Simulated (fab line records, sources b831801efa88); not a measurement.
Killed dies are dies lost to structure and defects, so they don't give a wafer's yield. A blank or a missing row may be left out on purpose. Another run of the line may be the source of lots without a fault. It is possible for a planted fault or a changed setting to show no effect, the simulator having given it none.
Problem report in the 8D (eight disciplines) form, filled by code ; flow gf180mcu ; the parts of the form that need people (team, actions taken, sign-off) are left out

## 1. THE ISSUE
Mean NSD_RS at GF_PSD_RS_MEAS_14: 47.50 ohm/sq over 4 wafers in 3 lots; fault-free wafers: 46.15 ohm/sq, standard deviation 0.08. Measured from the usual mean, that is +17 standard deviations.
The step: measures by four-point-probe.
First observed at day 16 11:31: wafer L877.3, on film metro-03. The record has a number at this step for 34 wafers belonging to 12 lots. By rule, "out" or "out of limits" means more than 4 standard deviations away from the usual mean. All remaining wafers that have a number are taken as sound.

## 2. WHAT IT IS AND WHAT IT IS NOT
question;is;is not
which readings at this step;NSD_RS;-
which lots;L877, L879, L880;L872, L882, L885, L887, L891, L892, L893, L894, L895
which wafers of those lots;L877.3, L879.1, L879.3, L880.3;L877.2, L877.5, L880.5
read on which gauges;film metro-02, film metro-03, film metro-04;-
when;from day 16 11:31;"up to then (5 sound wafers); but 25 sound wafers of L880, L882, L885, L887, L891, L892, L893, L894, L895 came after"

## 3. SUSPECTS, AND WHAT RULES EACH OUT
Counting: a tool at a process step up to the reading stays a suspect if it ran every lot that is out. Sound lots after the first of them don't rule it out here, since some wafers of a struck lot are sound.
- the gauge at GF_PSD_RS_MEAS_14 is ruled out. The wafers that are out were read on 3 gauges (film metro-02, film metro-03, film metro-04).
- implanter-01 at GF_NSD_IMPLANT_10: kept. It processed each lot that is out (first: L877, day 15 12:37); up to then, its last sound lot is L872 (day 13 22:53). Its own readings are out on those wafers: beam on s, faraday current uA.
The count leaves implanter-01 at GF_NSD_IMPLANT_10.

## 4. THE CAUSE (what the simulator had put in)
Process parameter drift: implanter-01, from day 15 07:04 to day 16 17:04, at GF_NSD_IMPLANT_10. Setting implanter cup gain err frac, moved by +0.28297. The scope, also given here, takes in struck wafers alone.
Counting left only this tool.

## 5. THE CHAIN OF EFFECTS, in route order
Each row: a reading where the mean over the struck wafers with a number is more than 3 standard deviations away from the usual. Scope: only readings with a usual standard deviation given in the record; hours: median across lots of the time from each lot's start at the first step in this table that gives one to its start at this step; sigmas: change in usual standard deviations.
hours;step;reading;usual;on struck wafers;change;sigmas
0;GF_NSD_IMPLANT_10;beam on s;10.00 s;7.62;-2.38;-12
0;GF_NSD_IMPLANT_10;faraday current uA;2787;3652;+866;+16
23;GF_PSD_RS_MEAS_14;NSD_RS;46.15 ohm/sq;47.50;+1.35;+17
It contains these process steps:
- GF_NSD_IMPLANT_10

## 6. HOW IT WOULD HAVE BEEN CAUGHT EARLIER
28 hours passed between the start of the fault at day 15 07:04 and the first reading out of limits at a measuring or inspecting step in this record, taken at day 16 11:31.
At GF_NSD_IMPLANT_10, the tool's own readings (beam on s, faraday current uA) were out on each struck wafer the step has a row for, so an alarm limit on them would have fired on the first such wafer.
Lots out: 3; of these, L880 started GF_NSD_IMPLANT_10 on implanter-01 after day 16 11:31. Had the tool been put on hold then, it would have been spared.
